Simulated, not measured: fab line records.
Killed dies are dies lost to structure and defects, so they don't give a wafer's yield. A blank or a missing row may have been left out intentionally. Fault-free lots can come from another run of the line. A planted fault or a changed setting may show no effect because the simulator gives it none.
Code-filled problem report in 8D (eight disciplines) form -- flow sky130 -- the parts of the form that need people (team, actions taken, sign-off) are left out

## 1. PROBLEM STATEMENT
Wafers without a fault read 20.000, standard deviation 0.0061; beam energy keV at SKY_SD_N_IMPLANT_10 reads a mean of 19.321 on 6 wafers belonging to 2 lots. That is -99 or more standard deviations from the usual mean.
First seen on wafer L368.1, day 35 00:07, on implanter-01. Wafers with a number at this step in the record: 18, from 6 lots. Rule for "out", or "out of limits": more than 4 standard deviations from the usual mean. Any other wafer with a number is counted as sound.

## 2. WHAT IT IS, AND WHAT IT ISN'T
question,is,is not
which readings at this step,beam energy keV,-
which lots,"L368, L370","L351, L353, L354, L363"
which wafers of those lots,all that have a number,-
read on which tools,implanter-01,implanter-03
when,from day 35 00:07,up to then (12 sound wafers)

## 3. THE SUSPECTS, EACH WITH WHAT RULES IT OUT
Counting: a tool stays on the suspect list if, at a process step up to the reading, it processed all lots that are out and no sound lot following the first of them.
- implanter-01 at SKY_SD_N_IMPLANT_10: kept. It processed each lot that is out, first L368 at day 35 00:07, and no sound lot thereafter; up to then, the last sound lot it processed was L353 at day 30 07:34. Out on those wafers are its own readings of beam energy keV.
Left after counting: implanter-01 at SKY_SD_N_IMPLANT_10.

## 4. THE CAUSE (what the simulator had put in)
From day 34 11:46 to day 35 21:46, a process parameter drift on implanter-01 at SKY_SD_N_IMPLANT_10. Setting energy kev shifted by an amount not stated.
After counting, this tool was the only one left.

## 5. THE CHAIN OF EFFECTS, in route order
One row per reading whose mean, taken over the struck wafers that have a number, lies over 3 standard deviations from the usual. Scope: only readings with a usual standard deviation given in the record; hours: median across lots of the time from each lot's start at the first step in this table that gives one to its start at this step; sigmas: change in usual standard deviations.
hours,step,reading,usual,on struck wafers,change,sigmas
0,SKY_SD_N_IMPLANT_10,beam energy keV,20.000,19.321,-0.679,-99 or more
Process steps it contains:
- SKY_SD_N_IMPLANT_10

## 6. HOW IT WOULD HAVE BEEN CAUGHT EARLIER
12 hours passed between the start of the fault at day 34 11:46 and the first reading out of limits in this record, taken at day 35 00:07.
